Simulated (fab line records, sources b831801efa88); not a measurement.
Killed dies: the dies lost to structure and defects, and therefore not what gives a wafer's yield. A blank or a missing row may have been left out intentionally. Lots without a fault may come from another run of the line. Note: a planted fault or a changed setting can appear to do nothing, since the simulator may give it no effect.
Which tool was responsible? :: flow sky130 :: 11 lots, 33 wafers sampled, at 5 steps of a route of 708

## WHAT EACH GAUGE READ, for each wafer
SKY_CAP2M_THK_MEAS_04: measures by xrf. Usual: CAP2M_TIN_THK gives 202 nm (standard deviation 3.3).
lot: L309
measured: day 39 10:21
on: film-metro-01
CAP2M_TIN_THK (nm): 198 202 200
flag: 

lot: L308
measured: day 39 12:17
on: film-metro-01
CAP2M_TIN_THK (nm): 200 196 198
flag: 

lot: L310
measured: day 41 01:32
on: film-metro-02
CAP2M_TIN_THK (nm): 205 199 202
flag: 

lot: L314
measured: day 44 04:14
on: film-metro-04
CAP2M_TIN_THK (nm): 200 197 205
flag: 

lot: L317
measured: day 44 05:08
on: film-metro-01
CAP2M_TIN_THK (nm): 199 203 198
flag: 

lot: L316
measured: day 44 06:56
on: film-metro-01
CAP2M_TIN_THK (nm): 204 203 202
flag: 

lot: L322
measured: day 44 09:42
on: film-metro-04
CAP2M_TIN_THK (nm): 198 205 203
flag: 

lot: L324
measured: day 44 12:35
on: film-metro-01
CAP2M_TIN_THK (nm): 198 199 200
flag: 

lot: L326
measured: day 44 14:46
on: film-metro-01
CAP2M_TIN_THK (nm): 199 200 201
flag: 

lot: L329
measured: day 45 00:28
on: film-metro-01
CAP2M_TIN_THK (nm): 203 201 204
flag: 

lot: L331
measured: day 45 22:22
on: film-metro-01
CAP2M_TIN_THK (nm): 202 195 203
flag: 

SKY_METAL5_RS_MEAS_05: measures by four-point-probe. Usual: METAL5_ALCU_RS gives 0.0271 ohm/sq (standard deviation 0.00041).
lot: L309
measured: day 42 11:51
on: film-metro-04
METAL5_ALCU_RS (ohm/sq): 0.0265 0.0270 0.0269
flag: 

lot: L308
measured: day 42 14:17
on: film-metro-01
METAL5_ALCU_RS (ohm/sq): 0.0269 0.0269 0.0270
flag: 

lot: L310
measured: day 44 00:53
on: film-metro-01
METAL5_ALCU_RS (ohm/sq): 0.0273 0.0272 0.0274
flag: 

lot: L314
measured: day 46 22:20
on: film-metro-03
METAL5_ALCU_RS (ohm/sq): 0.0278 0.0271 0.0274
flag: 

lot: L317
measured: day 46 23:16
on: film-metro-04
METAL5_ALCU_RS (ohm/sq): 0.0274 0.0275 0.0272
flag: 

lot: L316
measured: day 47 01:17
on: film-metro-04
METAL5_ALCU_RS (ohm/sq): 0.0275 0.0270 0.0266
flag: 

lot: L322
measured: day 47 04:13
on: film-metro-03
METAL5_ALCU_RS (ohm/sq): 0.0271 0.0284 0.0270
flag: 

lot: L324
measured: day 47 05:22
on: film-metro-03
METAL5_ALCU_RS (ohm/sq): 0.0272 0.0271 0.0272
flag: 

lot: L326
measured: day 47 09:02
on: film-metro-03
METAL5_ALCU_RS (ohm/sq): 0.0272 0.0274 0.0271
flag: 

lot: L329
measured: day 47 17:28
on: film-metro-01
METAL5_ALCU_RS (ohm/sq): 0.0272 0.0264 0.0272
flag: 

lot: L331
measured: day 48 14:02
on: film-metro-03
METAL5_ALCU_RS (ohm/sq): 0.0268 0.0264 0.0271
flag: 

SKY_PASSIVATION_THK_MEAS_03. Usual: PASSIVATION_CVD_02_THK gives 542 nm (standard deviation 7.7).
lot: L309
measured: day 43 12:06
on: film-metro-03
PASSIVATION_CVD_02_THK (nm): 545 539 551
flag: 

lot: L308
measured: day 43 13:43
on: film-metro-04
PASSIVATION_CVD_02_THK (nm): 533 551 556
flag: 

lot: L310
measured: day 44 23:15
on: film-metro-04
PASSIVATION_CVD_02_THK (nm): 537 538 553
flag: 

lot: L314
measured: day 47 19:23
on: film-metro-02
PASSIVATION_CVD_02_THK (nm): 539 525 541
flag: 

lot: L317
measured: day 47 20:22
on: film-metro-04
PASSIVATION_CVD_02_THK (nm): 535 549 550
flag: 

lot: L316
measured: day 47 22:29
on: film-metro-04
PASSIVATION_CVD_02_THK (nm): 525 550 539
flag: 

lot: L322
measured: day 48 00:32
on: film-metro-02
PASSIVATION_CVD_02_THK (nm): 530 545 545
flag: 

lot: L324
measured: day 48 02:41
on: film-metro-04
PASSIVATION_CVD_02_THK (nm): 532 556 543
flag: 

lot: L326
measured: day 48 06:16
on: film-metro-03
PASSIVATION_CVD_02_THK (nm): 530 550 544
flag: 

lot: L329
measured: day 48 14:05
on: film-metro-04
PASSIVATION_CVD_02_THK (nm): 536 559 547
flag: 

lot: L331
measured: day 49 12:13
on: film-metro-04
PASSIVATION_CVD_02_THK (nm): 543 544 557
flag: 

## WHAT TOOL EACH LOT RAN ON (gives the tool, then ch and the chambers of the sampled wafers, and finally the start)
lot: L309
SKY_METAL4_METAL_ETCH_18: rie-metal-03 ch 1, day 41 10:49
SKY_METAL5_SPUTTER_02: pvd-sputter-04, day 42 11:43

lot: L308
SKY_METAL4_METAL_ETCH_18: rie-metal-04 ch 0,1, day 41 13:04
SKY_METAL5_SPUTTER_02: pvd-sputter-01, day 42 14:10

lot: L310
SKY_METAL4_METAL_ETCH_18: rie-metal-04 ch 0,1, day 42 23:37
SKY_METAL5_SPUTTER_02: pvd-sputter-01, day 44 00:46

lot: L314
SKY_METAL4_METAL_ETCH_18: rie-metal-03 ch 0,1, day 45 23:07
SKY_METAL5_SPUTTER_02: pvd-sputter-03, day 46 22:11

lot: L317
SKY_METAL4_METAL_ETCH_18: rie-metal-03 ch 0, day 46 00:31
SKY_METAL5_SPUTTER_02: pvd-sputter-03, day 46 23:08

lot: L316
SKY_METAL4_METAL_ETCH_18: rie-metal-03 ch 0,1, day 46 02:17
SKY_METAL5_SPUTTER_02: pvd-sputter-04, day 47 01:10

lot: L322
SKY_METAL4_METAL_ETCH_18: rie-metal-03 ch 0,1, day 46 04:43
SKY_METAL5_SPUTTER_02: pvd-sputter-03, day 47 04:04

lot: L324
SKY_METAL4_METAL_ETCH_18: rie-metal-03 ch 0,1, day 46 06:46
SKY_METAL5_SPUTTER_02: pvd-sputter-01, day 47 05:14

lot: L326
SKY_METAL4_METAL_ETCH_18: rie-metal-04 ch 0,1, day 46 09:42
SKY_METAL5_SPUTTER_02: pvd-sputter-01, day 47 08:55

lot: L329
SKY_METAL4_METAL_ETCH_18: rie-metal-02 ch 1, day 46 18:24
SKY_METAL5_SPUTTER_02: pvd-sputter-04, day 47 17:21

lot: L331
SKY_METAL4_METAL_ETCH_18: rie-metal-04 ch 0,1, day 47 14:58
SKY_METAL5_SPUTTER_02: pvd-sputter-04, day 48 13:53
- SKY_METAL4_METAL_ETCH_18: etches the open film in Cl2/BCl3, stops on SiO2, target depth 845 nm, time 183.1 s.
- SKY_METAL5_SPUTTER_02: material AlCu, target thk 1150 nm, time 61.2 s.

## WHAT THE TOOLS THEMSELVES READ (means of the sampled wafers that have a number; where no wafer has one, the mark that the record gives instead)
SKY_METAL4_METAL_ETCH_18. Usual: bias-w 48.49 W, standard deviation 0.15; drypump-motor-current-A 5.8 A, standard deviation 0.43; mfc-cl2-sccm 60.00 sccm, standard deviation 0.18; oes-product-au 0.863 a.u., standard deviation 0.0075; throttle-valve-pct 22.264 %, standard deviation 0.0083.
lot: L309
tool: rie-metal-03
bias-w (W): 48.30
drypump-motor-current-A (A): 5.6
mfc-cl2-sccm (sccm): 60.01
oes-product-au (a.u.): 0.862
throttle-valve-pct (%): 22.268
flag: 

lot: L308
tool: rie-metal-04
bias-w (W): 48.70
drypump-motor-current-A (A): 5.6
mfc-cl2-sccm (sccm): 59.93
oes-product-au (a.u.): 0.870
throttle-valve-pct (%): 22.264
flag: 

lot: L310
tool: rie-metal-04
bias-w (W): 48.53
drypump-motor-current-A (A): 5.6
mfc-cl2-sccm (sccm): 59.87
oes-product-au (a.u.): 0.858
throttle-valve-pct (%): 22.261
flag: 

lot: L314
tool: rie-metal-03
bias-w (W): 48.51
drypump-motor-current-A (A): 6.1
mfc-cl2-sccm (sccm): 59.97
oes-product-au (a.u.): 0.866
throttle-valve-pct (%): 22.260
flag: 

lot: L317
tool: rie-metal-03
bias-w (W): 48.52
drypump-motor-current-A (A): 6.2
mfc-cl2-sccm (sccm): 60.10
oes-product-au (a.u.): 0.866
throttle-valve-pct (%): 22.256
flag: 

lot: L316
tool: rie-metal-03
bias-w (W): 48.40
drypump-motor-current-A (A): 5.8
mfc-cl2-sccm (sccm): 59.93
oes-product-au (a.u.): 0.855
throttle-valve-pct (%): 22.258
flag: 

lot: L322
tool: rie-metal-03
bias-w (W): 48.58
drypump-motor-current-A (A): 5.9
mfc-cl2-sccm (sccm): 60.19
oes-product-au (a.u.): 0.850
throttle-valve-pct (%): 22.264
flag: 

lot: L324
tool: rie-metal-03
bias-w (W): 48.45
drypump-motor-current-A (A): 6.0
mfc-cl2-sccm (sccm): 60.02
oes-product-au (a.u.): 0.855
throttle-valve-pct (%): 22.262
flag: 

lot: L326
tool: rie-metal-04
bias-w (W): 48.38
drypump-motor-current-A (A): 5.6
mfc-cl2-sccm (sccm): 60.08
oes-product-au (a.u.): 0.865
throttle-valve-pct (%): 22.264
flag: 

lot: L329
tool: rie-metal-02
bias-w (W): 48.70
drypump-motor-current-A (A): 5.3
mfc-cl2-sccm (sccm): 59.98
oes-product-au (a.u.): 0.866
throttle-valve-pct (%): 22.270
flag: 

lot: L331
tool: rie-metal-04
bias-w (W): 48.52
drypump-motor-current-A (A): 5.6
mfc-cl2-sccm (sccm): 59.94
oes-product-au (a.u.): 0.867
throttle-valve-pct (%): 22.258
flag: 

SKY_METAL5_SPUTTER_02. Usual: throttle-valve-pct at 30.1 %, with a standard deviation of 1.1.
lot: L309
tool: pvd-sputter-04
throttle-valve-pct (%): 29.7
flag: 

lot: L308
tool: pvd-sputter-01
throttle-valve-pct (%): 28.7
flag: 

lot: L310
tool: pvd-sputter-01
throttle-valve-pct (%): 29.3
flag: 

lot: L314
tool: pvd-sputter-03
throttle-valve-pct (%): 31.5
flag: 

lot: L317
tool: pvd-sputter-03
throttle-valve-pct (%): 30.9
flag: 

lot: L316
tool: pvd-sputter-04
throttle-valve-pct (%): 29.6
flag: 

lot: L322
tool: pvd-sputter-03
throttle-valve-pct (%): 31.0
flag: 

lot: L324
tool: pvd-sputter-01
throttle-valve-pct (%): 29.5
flag: 

lot: L326
tool: pvd-sputter-01
throttle-valve-pct (%): 28.9
flag: 

lot: L329
tool: pvd-sputter-04
throttle-valve-pct (%): 30.0
flag: 

lot: L331
tool: pvd-sputter-04
throttle-valve-pct (%): 29.9
flag: 

## THE ANSWER, worked out from the rows above alone
Rule: take the mean of a lot's wafers that have a number; if it is more than 3 standard deviations from the usual mean, the lot is off. A lot without any number at a reading at which 4 lots or more have one is off too. All remaining lots with rows at the step are treated as sound. After the gauges, taken in route order, come the tools' own readings; for these a lot's mean is taken, as printed above. At the first step where some lot is off, the reading lying furthest off is the one used; lots without a number count as furthest.
Nothing can be told from this: no lot is off at any reading shown.

## WHAT THE SIMULATOR PUT IN
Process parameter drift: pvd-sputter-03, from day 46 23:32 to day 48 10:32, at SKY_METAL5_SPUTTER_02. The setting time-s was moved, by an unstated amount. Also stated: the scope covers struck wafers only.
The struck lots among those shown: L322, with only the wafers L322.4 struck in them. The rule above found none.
